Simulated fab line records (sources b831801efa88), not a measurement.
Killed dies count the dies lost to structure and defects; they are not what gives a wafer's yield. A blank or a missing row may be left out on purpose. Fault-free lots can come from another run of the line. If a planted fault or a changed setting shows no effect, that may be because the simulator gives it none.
Which of the tools did it? :: flow sky130 :: route of 708 steps, sampled at 1 step: 12 lots, 36 wafers

== WHAT THE GAUGES READ, wafer by wafer ==
SKY_SD_P_TW_MEAS_11.
lot: L662
measured: day 26 08:55
on: filmMetro-04
SD_P_TW: 2835 2842 2827

lot: L664
measured: day 26 13:40
on: filmMetro-03
SD_P_TW: 2843 2834 2855

lot: L663
measured: day 26 14:25
on: filmMetro-03
SD_P_TW: 2856 2837 2848

lot: L666
measured: day 26 22:08
on: filmMetro-03
SD_P_TW: 2848 2846 2846

lot: L665
measured: day 27 01:56
on: filmMetro-01
SD_P_TW: 2849 2843 2856

lot: L674
measured: day 29 22:34
on: filmMetro-01
SD_P_TW: 2832 2809 2822

lot: L675
measured: day 30 14:40
on: filmMetro-03
SD_P_TW: 2843 2847 2833

lot: L678
measured: day 31 12:49
on: filmMetro-04
SD_P_TW: 2816 2833 2829

lot: L679
measured: day 31 18:12
on: filmMetro-01
SD_P_TW: 2815 2818 2822

lot: L680
measured: day 31 20:18
on: filmMetro-04
SD_P_TW: 2842 2840 2864

lot: L682
measured: day 32 17:19
on: filmMetro-03
SD_P_TW: 2813 2809 2813

lot: L684
measured: day 32 23:10
on: filmMetro-03
SD_P_TW: 2813 2818 2818

== WHAT TOOL EACH LOT RAN ON (gives the tool, then ch and the chambers of the sampled wafers, and finally the start) ==
No process step before these readings appears in the record.

== WHAT THE TOOLS THEMSELVES READ (means of the sampled wafers that have a number; where no wafer has one, the mark that the record gives instead) ==
The record holds no such reading with a usual standard deviation.

== THE ANSWER, worked out from the rows above alone ==
Rule: the lots themselves supply what counts as usual. The widest of any qualifying gaps counts: lots, ordered by their means at a reading, are off when they make up no more than a third of the lots, leave a main group of 4 or more, and stand apart from it by 3 or more times the standard deviation of that group's means. Not used: any main group whose means are identical at the precision the tables above print for the reading. A lot without any number at a reading at which 4 lots or more have one is off too. Where the step has rows for the other lots, those lots are counted as sound. After the gauges, taken in route order, come the tools' own readings; for these a lot's mean is taken, as printed above. The first step at which some lot is off is used, and at that step the reading that is off furthest; a lot without a number counts as furthest.
Across all readings shown, no lot is off: no conclusion can be drawn from this.

== WHAT THE SIMULATOR HAD INSERTED ==
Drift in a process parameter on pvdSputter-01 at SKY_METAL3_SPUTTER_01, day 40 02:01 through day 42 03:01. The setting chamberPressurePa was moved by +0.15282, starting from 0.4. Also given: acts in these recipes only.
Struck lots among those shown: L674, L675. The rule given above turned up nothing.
